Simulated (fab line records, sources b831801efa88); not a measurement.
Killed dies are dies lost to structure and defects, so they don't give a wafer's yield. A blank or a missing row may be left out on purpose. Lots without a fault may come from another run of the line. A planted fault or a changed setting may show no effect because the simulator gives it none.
One fault seen from 2 desks | flow gf180mcu | each desk has only its own numbers; what lay behind them comes last

THE TOOL OWNER'S DESK: pvd_sputter-03
The tool's own readings at GF_M3_SPUTTER_01 (material TiN, target thk 30 nm, time 25 s): means of the sampled wafers that have a number, for each lot that ran on this tool. A lot is out of limits, marked OUT, if its mean lies more than 4 standard deviations from the usual mean; the brackets give that distance.
Columns: A = cathode_dc_power_W at GF_M3_SPUTTER_01, usual 6499.9 W; B = throttle_valve_pct at GF_M3_SPUTTER_01, usual 30.3 %
lot  | first seen here | A                        | B
L345 | day 21 15:07    | 6499.8                   | 30.9
L357 | day 25 22:45    | 9024.4 (+99 or more) OUT | 30.0
L358 | day 26 04:07    | 9024.7 (+99 or more) OUT | 30.1
L359 | day 26 21:02    | 9023.7 (+99 or more) OUT | 30.6
This desk's finding: out of limits on L357, L358, L359; first on L357, day 25 22:45 (cathode_dc_power_W at GF_M3_SPUTTER_01). In limits: L345.

THE METROLOGY DESK
What the gauges read, lot by lot, whatever tool the lot ran on: means of the sampled wafers that have a number. A lot is out of limits, marked OUT, if its mean lies more than 4 standard deviations from the usual mean; the brackets give that distance.
Columns: A = V2_W_RS at GF_V2_RS_MEAS_24, usual 0.330 ohm/sq; B = V2_W_THK at GF_V2_THK_MEAS_25, usual 341 nm
lot  | first seen here | A     | B
L344 | day 21 00:31    | 0.331 | 345
L345 | day 21 14:34    | 0.328 | 348
L355 | day 25 01:50    | 0.333 | 341
L357 | day 25 22:13    | 0.327 | 340
L358 | day 26 03:10    | 0.330 | 342
L359 | day 26 20:28    | 0.331 | 340
L366 | day 28 17:22    | 0.332 | 340
This desk's finding: nothing out of limits on any of the 7 lots.

PUT TOGETHER
The tool owner's desk could have raised an alarm at day 25 22:45, on L357, L358, L359.
The metrology desk saw nothing out of limits.
The metrology desk has L357, L358, L359 on record, within its limits.
Of the lots named, all ran GF_M3_SPUTTER_01 on pvd_sputter-03.

WHAT THE SIMULATOR HAD PUT IN
Process parameter drift: pvd_sputter-03, from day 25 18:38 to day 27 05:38, at GF_M3_SPUTTER_01. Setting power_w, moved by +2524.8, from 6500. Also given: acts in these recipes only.
Lots struck among those shown: L357, L358, L359.
Hours from the fault's start to each desk's first reading out of limits: the tool owner's desk, 4.
